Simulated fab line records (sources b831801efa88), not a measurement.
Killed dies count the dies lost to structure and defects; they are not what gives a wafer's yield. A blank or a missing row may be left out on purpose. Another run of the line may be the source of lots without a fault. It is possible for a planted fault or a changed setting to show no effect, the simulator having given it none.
8D (eight disciplines) problem report, filled in by code ; flow sky130 ; the parts of the form that need people (team, actions taken, sign-off) are left out

## 1. WHAT WENT WRONG
killed_at_M4_up at SKY_PAD_OPEN_PROBE_99 reads a mean of 50.8 on 6 wafers of 2 lots; wafers without a fault read 3.4 with a standard deviation of 2. Relative to the usual mean, that is a shift of +24 standard deviations.
The first sign was on wafer L809.1 at day 49 07:09, on prober-01. The record holds 18 wafers of 6 lots with a number at this step. By rule, "out" or "out of limits" means more than 4 standard deviations away from the usual mean. The other wafers with a number count as sound.

## 2. WHAT IT IS, AND WHAT IT ISN'T
question;is;is not
which readings at this step;killed_at_M4_up;killed_at_M0_to_M3, killed at contacts, killed at front end, killed at other, killed open, sort_bin_6_memory
which lots;L809, L812;L799, L802, L806, L821
which wafers of those lots;all that have a number;-
read on which tools;prober-01, prober-02;-
when;from day 49 07:09;"up to then (9 sound wafers); but 3 sound wafers of L821 came after"

## 3. THE SUSPECTS, EACH WITH WHAT RULES IT OUT
Counting: a tool stays on the suspect list if, at a process step up to the reading, it processed all lots that are out and no sound lot following the first of them.
- pvd sputter-01 at SKY_VIA3_SPUTTER_20 (material TiN, target thk 20 nm, time 80 s): kept. It ran every lot that is out, first L809 (day 43 21:48), and no sound lot after that.
- cvd w-01 at SKY_VIA4_CVD_18 (deposits W, target thk 505 nm, time 152.14 s): kept. It ran every lot that is out, first L809 (day 46 18:02), and no sound lot after that; its last sound lot up to then is L806 (day 45 06:32).
The count leaves cvd w-01 at SKY_VIA4_CVD_18 and pvd sputter-01 at SKY_VIA3_SPUTTER_20.

## 4. THE CAUSE (what the simulator had put in)
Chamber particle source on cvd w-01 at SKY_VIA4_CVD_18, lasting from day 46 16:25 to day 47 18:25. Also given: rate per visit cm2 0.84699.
Of the 2 suspects that counting leaves, this tool is one.

## 5. THE CHAIN OF EFFECTS, in route order
One row per reading whose mean, taken over the struck wafers that have a number, lies over 3 standard deviations from the usual. Only readings for which the record gives a usual standard deviation are gone through. hours: the time from each lot's start at the first step in this table that gives one to its start at this step, as a median over the lots. sigmas: the change in usual standard deviations.
hours;step;reading;usual;on struck wafers;change;sigmas
0;SKY_PAD_OPEN_PROBE_99;defect limited yield;82.9 %;75.0;-7.9;-4.7
0;SKY_PAD_OPEN_PROBE_99;killed_at_M4_up;3.4;50.8;+47.4;+24
0;SKY_PAD_OPEN_PROBE_99;killed dies;84;123;+39;+4.7
0;SKY_PAD_OPEN_PROBE_99;sort_bin_3_pad_short;0.8 %;3.0;+2.2;+5.2
0;SKY_PAD_OPEN_PROBE_99;sort_bin_5_function;10.2 %;16.3;+6.1;+4.7
0;SKY_PAD_OPEN_PROBE_99;sort n pass;408;369;-39;-4.7
0;SKY_PAD_OPEN_PROBE_99;sort yield pct;82.9 %;75.0;-7.9;-4.7
It contains these process steps:
- SKY_PAD_OPEN_PROBE_99

## 6. HOW IT WOULD HAVE BEEN CAUGHT EARLIER
The fault began at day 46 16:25; the first out-of-limits reading in this record came at day 49 07:09, 63 hours later.
Tool readings at SKY_VIA4_CVD_18 with a usual standard deviation given in the record: none out on any struck wafer, hence no alarm at a limit of 4 standard deviations on them.
Lots out: 2; all had begun SKY_VIA4_CVD_18 on cvd w-01 by day 49 07:09. A hold on the tool at that time would have spared none of them.
